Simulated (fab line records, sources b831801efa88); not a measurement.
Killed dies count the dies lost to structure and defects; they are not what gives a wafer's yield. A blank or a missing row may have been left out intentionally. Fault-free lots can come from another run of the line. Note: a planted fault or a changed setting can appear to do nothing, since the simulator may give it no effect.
Matching of chambers    flow sky130    4 sister chambers for SKY_POLY_GATE_ETCH_17 on rie si-01
The step etches poly-Si in HBr/Cl2, stops on SiO2, target depth 180 nm, time 70.5 s. 8 wafers are shown with their chamber, then 7 later ones without.

WAFERS, EACH WITH ITS CHAMBER
wafer   chamber  drypump motor current A (A)  throttle valve pct (%)
L809.2  0        5.9                          33.694
L809.6  2        5.5                          33.693
L810.1  2        5.5                          33.682
L810.5  3        5.4                          33.676
L812.5  1        6.1                          33.678
L812.6  0        5.9                          33.685
L820.4  1        6.1                          33.673
L820.5  3        5.3                          33.691

WAFERS WITHOUT THEIR CHAMBER
wafer   drypump motor current A (A)  throttle valve pct (%)
L820.6  5.5                          33.681
L823.1  5.5                          33.687
L823.4  5.9                          33.683
L823.6  5.9                          33.689
L825.3  5.4                          33.691
L825.4  6.1                          33.680
L825.5  5.5                          33.679

WHICH CHAMBER EACH WENT THROUGH
wafer   from the rows above      in truth
L820.6  2                        2
L823.1  2                        2
L823.4  0                        0
L823.6  0                        0
L825.3  can't be placed: 3 or 2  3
L825.4  1                        1
L825.5  2                        2
Correct placement for 6 of the 7. Not placeable from these rows: 1 (in 1, the candidates include the true chamber). Placed wrongly: 0.
How it was worked out, from the rows above alone: a wafer's distance from a chamber is the root of the sum, over the readings, of the square of ((its reading less the chamber's mean) divided by the reading's scatter). The wafer belongs to the nearest chamber; if the next one is less than 2 further off, it can't be placed. Each chamber's mean is taken over the wafers shown for it. The scatter: take each reading less its chamber's mean, square it, sum over the shown wafers, divide by the number of wafers less the number of chambers, and take the root.
